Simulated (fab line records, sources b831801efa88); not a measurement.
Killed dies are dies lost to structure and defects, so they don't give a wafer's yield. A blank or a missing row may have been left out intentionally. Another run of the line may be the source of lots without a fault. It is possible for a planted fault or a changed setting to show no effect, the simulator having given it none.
Matching of chambers | flow sky130 | cmp-02 running SKY_LI_CONTACT_CMP_24: 4 sister chambers
The step polishes, stops on PSG, t overpolish 20 s, target thk 0 nm. 18 wafers are shown with their chamber, then 9 later ones without.

## WAFERS PAIRED WITH THEIR CHAMBERS
wafer  | chamber | motor_current_A (A) | time_to_endpoint_s (s) | overpolish_run_s (s)
L902.2 | 1       | 9.7                 | 99                     | 19.988
L902.3 | 2       | 11.8                | 88                     | 20.002
L902.5 | 2       | 11.6                | 90                     | 19.991
L903.2 | 2       | 11.9                | 90                     | 20.013
L903.4 | 1       | 9.8                 | 97                     | 19.994
L903.5 | 3       | 10.2                | 97                     | 20.002
L909.1 | 2       | 11.6                | 86                     | 19.984
L909.2 | 1       | 10.3                | 93                     | 20.004
L909.4 | 3       | 10.0                | 95                     | 19.991
L910.2 | 0       | 9.6                 | 86                     | 19.986
L910.4 | 2       | 11.2                | 84                     | 20.015
L910.6 | 3       | 10.1                | 93                     | 20.007
L914.1 | 1       | 10.3                | 97                     | 20.002
L914.3 | 3       | 10.3                | 99                     | 20.008
L914.5 | 2       | 11.5                | 88                     | 20.003
L916.3 | 2       | 11.7                | 88                     | 20.010
L916.4 | 1       | 10.3                | 91                     | 20.001
L916.6 | 3       | 10.1                | 95                     | 19.984

SIGNATURES (averages over the wafers above)
reading            | chamber 0 | chamber 1 | chamber 2 | chamber 3 | scatter within a chamber
motor_current_A    | 9.600     | 10.080    | 11.614    | 10.140    | 0.228
time_to_endpoint_s | 86.00     | 95.40     | 87.71     | 95.80     | 2.56
overpolish_run_s   | 19.98600  | 19.99780  | 20.00257  | 19.99840  | 0.0101
Rule: a wafer's distance from a chamber is the root of the sum, over the readings, of the square of ((its reading less the chamber's mean) divided by the reading's scatter). The wafer belongs to the nearest chamber; if the next one is less than 2 further off, it can't be placed. The scatter: take each reading less its chamber's mean, square it, sum over the shown wafers, divide by the number of wafers less the number of chambers, and take the root.

## WAFERS WITH NO CHAMBER GIVEN
wafer  | motor_current_A (A) | time_to_endpoint_s (s) | overpolish_run_s (s)
L917.1 | 9.7                 | 93                     | 19.975
L917.2 | 9.6                 | 92                     | 20.007
L917.3 | 10.3                | 93                     | 19.986
L921.2 | 11.4                | 90                     | 20.013
L921.4 | 9.7                 | 89                     | 20.003
L921.6 | 9.8                 | 97                     | 19.987
L922.3 | 9.6                 | 90                     | 19.996
L922.5 | 9.5                 | 94                     | 19.993
L922.6 | 10.0                | 94                     | 20.018

## THE CHAMBER EACH PASSED THROUGH
wafer  | from the rows above          | in truth
L917.1 | can't be placed: 1 or 0 or 3 | 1
L917.2 | can't be placed: 1 or 3 or 0 | 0
L917.3 | can't be placed: 1 or 3      | 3
L921.2 | 2                            | 2
L921.4 | can't be placed: 0 or 1 or 3 | 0
L921.6 | can't be placed: 1 or 3      | 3
L922.3 | can't be placed: 0 or 1 or 3 | 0
L922.5 | can't be placed: 1 or 3 or 0 | 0
L922.6 | can't be placed: 1 or 3      | 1
1 of 9 placed correctly. From these rows, 8 cannot be placed; in 8 the true chamber is one of the candidates. Number placed wrongly: 0.
